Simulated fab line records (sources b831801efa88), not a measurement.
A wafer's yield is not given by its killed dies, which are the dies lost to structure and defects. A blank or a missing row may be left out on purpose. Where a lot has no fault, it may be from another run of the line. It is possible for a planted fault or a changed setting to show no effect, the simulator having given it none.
A lot that was struck, set against a sound lot ; flow gf180mcu ; 16 out of 602 route steps
Sound: these wafers, L621.2, L621.4, L621.6. Struck: wafers L627.1, L627.3, L627.6. The cause comes at the end.
Each step with rows lists, per side, the tool, then ch with its chambers, then its first start. Under that, the readings that differ: sound wafers ; struck wafers ; difference of the means ; sigmas: that difference in standard deviations of wafers without a fault.
alike: same words and numbers on both sides, and readings whose means sit less than 2 such deviations apart. not compared: any withheld reading, any reading some wafer has no value for, any bound like >300 that may hide the same value, and any number with overlapping values for which the record gives no deviation.
The two part at a step that has a row with sigmas, a row that says differs or no value, or rows on one side only. Numbers that have no deviation but don't overlap get no sigmas and don't part them. Lack of a reading on every wafer of one side parts them only where that side has two or more wafers.

first, 4 steps without rows for these wafers: GF_VT_IMPLANT_SOFTBAKE_14 (time 60 s); GF_VT_IMPLANT_EXPOSE_15 (exposes mask Nwell LV AREA, target cd 860 nm); GF_VT_IMPLANT_PEB_16; GF_VT_IMPLANT_DEVELOP_17 (develop time 60 s).
GF_VT_IMPLANT_OVL_MEAS_18:
  struck on overlay-02, day 9 08:46; sound on overlay-01, day 7 19:49
  alike: VT_IMPLANT_01_OVL
next, for these wafers, 1 step has no rows: GF_VT_IMPLANT_IMPLANT_19.
GF_VT_IMPLANT_STRIP_20: strips in O2/N2.
  sound on plasma_asher-03 ch 0,1, day 7 20:00; struck on plasma_asher-02 ch 0,1, day 9 08:57
  alike: drypump_motor_current_A, heater_power_w, n2_flow_sccm, oes_product_au, strip_time_to_endpoint_s
  not compared: rf_hours_counter_h
GF_VT_IMPLANT_TW_MEAS_21:
  struck on film_metro-02, day 9 09:03; sound on film_metro-04, day 7 20:07
  alike: VT_IMPLANT_2_TW
then, 4 steps without rows for these wafers: GF_VT_IMPLANT_DEHYDRATE_22 (time 60 s); GF_VT_IMPLANT_HMDS_23 (prime time 60 s); GF_VT_IMPLANT_COAT_24 (resist thk 1000 nm); GF_VT_IMPLANT_SOFTBAKE_25 (time 60 s).
GF_VT_IMPLANT_EXPOSE_26: exposes mask LVPWELL HV AREA, target cd 860 nm.
  sound on iline_stepper-01 ch 0, day 8 04:02; struck on iline_stepper-02 ch 0, day 9 17:56
reading;sound;struck;difference;sigmas
model.VT_IMPLANT.overlay_x_nm (nm);0.4441 0.4441 0.4441;265.7 265.7 265.7;+265.3;
  alike: mask, exposure_dose_mJ_cm2
then, 2 steps without rows for these wafers: GF_VT_IMPLANT_PEB_27; GF_VT_IMPLANT_DEVELOP_28 (develop time 60 s).
GF_VT_IMPLANT_OVL_MEAS_29:
  struck on overlay-02, day 10 02:22; sound on overlay-01, day 8 11:58
reading;sound;struck;difference;sigmas
VT_IMPLANT_02_OVL (nm);2.0 0.1 1.0;264.1 264.8 264.8;+263.5;+99 or more
  not compared: hold

WHERE THEY PART
Only at GF_VT_IMPLANT_OVL_MEAS_29, as far as this record shows.

WHY: what the simulator had put in
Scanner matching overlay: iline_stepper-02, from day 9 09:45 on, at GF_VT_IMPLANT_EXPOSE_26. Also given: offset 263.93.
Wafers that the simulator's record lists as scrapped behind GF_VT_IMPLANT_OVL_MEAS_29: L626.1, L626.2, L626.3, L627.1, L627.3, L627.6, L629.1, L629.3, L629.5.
